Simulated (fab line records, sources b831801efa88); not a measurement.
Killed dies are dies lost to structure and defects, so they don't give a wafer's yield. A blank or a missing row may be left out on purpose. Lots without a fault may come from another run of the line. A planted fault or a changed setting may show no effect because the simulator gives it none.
A struck lot beside a sound one | flow gf180mcu | 17 steps out of a route of 602
Sound: wafers L165.1, L165.3, L165.6. Struck: wafers L173.2, L173.4, L173.6. The cause comes at the end.
At each step with rows: each side's tool, then ch and its chambers, then its first start. Under that, the readings that differ: sound wafers | struck wafers | difference of the means | sigmas: that difference in standard deviations of wafers without a fault.
alike: readings whose means differ by less than 2 such deviations, and words and numbers that are the same on both sides. not compared: withheld readings, readings that some wafer has no value for, bounds like >300 that may hide the same value, and numbers for which the record gives no deviation and whose values overlap.
The two part at a step that has a row with sigmas, a row that says differs or no value, or rows on one side only. Numbers that don't overlap but have no deviation are shown without sigmas and don't part them. A reading that every wafer of one side lacks parts them only if that side has two wafers or more.

first, 2 steps without rows for these wafers: GF_VT_IMPLANT_PEB_16; GF_VT_IMPLANT_DEVELOP_17 (develop time 60 s).
GF_VT_IMPLANT_OVL_MEAS_18:
  sound on overlay-02, day 8 10:25; struck on overlay-02, day 10 12:07
  alike: VT_IMPLANT_01_OVL
then, 1 step without rows for these wafers: GF_VT_IMPLANT_IMPLANT_19.
GF_VT_IMPLANT_STRIP_20: strips in O2/N2.
  sound on plasma_asher-04 ch 0,1, day 8 10:36; struck on plasma_asher-01 ch 1, day 10 12:18
  reading            | sound       | struck      | difference | sigmas
  heater_power_w (W) | 366 375 345 | 280 280 271 | -85        | -3
  alike: drypump_motor_current_A, oes_product_au, strip_time_to_endpoint_s
  not compared: rf_hours_counter_h
GF_VT_IMPLANT_TW_MEAS_21:
  sound on film_metro-02, day 8 10:42; struck on film_metro-02, day 10 12:25
  alike: VT_IMPLANT_2_TW
then, 6 steps without rows for these wafers: GF_VT_IMPLANT_DEHYDRATE_22 (time 60 s); GF_VT_IMPLANT_HMDS_23 (prime time 60 s); GF_VT_IMPLANT_COAT_24 (resist thk 1000 nm); GF_VT_IMPLANT_SOFTBAKE_25 (time 60 s); GF_VT_IMPLANT_EXPOSE_26 (exposes mask LVPWELL HV AREA, target cd 860 nm); GF_VT_IMPLANT_PEB_27.
GF_VT_IMPLANT_DEVELOP_28: develop time 60 s.
  sound on litho_track-04 ch 0, day 9 02:31; struck on litho_track-02 ch 0, day 11 06:29
GF_VT_IMPLANT_OVL_MEAS_29:
  sound on overlay-01, day 9 02:40; struck on overlay-02, day 11 06:37
  reading                | sound          | struck | difference                    | sigmas
  VT_IMPLANT_02_OVL (nm) | -2.8 -2.7 -1.2 | - - -  | no value on the struck wafers |
then, 1 step without rows for these wafers: GF_VT_IMPLANT_IMPLANT_30.
GF_VT_IMPLANT_STRIP_31: strips in O2/N2.
  sound on plasma_asher-01 ch 0,1, day 9 02:51; struck on plasma_asher-02 ch 0,1, day 11 06:48
  alike: drypump_motor_current_A, heater_power_w, oes_product_au, strip_time_to_endpoint_s
  not compared: rf_hours_counter_h
GF_VT_IMPLANT_TW_MEAS_32:
  sound on film_metro-03, day 9 02:57; struck on film_metro-03, day 11 07:08
  reading         | sound             | struck         | difference | sigmas
  VT_IMPLANT_3_TW | 270.6 271.4 270.5 | 30.3 30.2 30.3 | -240.6     | -99 or more
  not compared: hold

WHERE THEY PART
First at GF_VT_IMPLANT_STRIP_20; last, within this record, at GF_VT_IMPLANT_TW_MEAS_32.

WHY: what the simulator had put in
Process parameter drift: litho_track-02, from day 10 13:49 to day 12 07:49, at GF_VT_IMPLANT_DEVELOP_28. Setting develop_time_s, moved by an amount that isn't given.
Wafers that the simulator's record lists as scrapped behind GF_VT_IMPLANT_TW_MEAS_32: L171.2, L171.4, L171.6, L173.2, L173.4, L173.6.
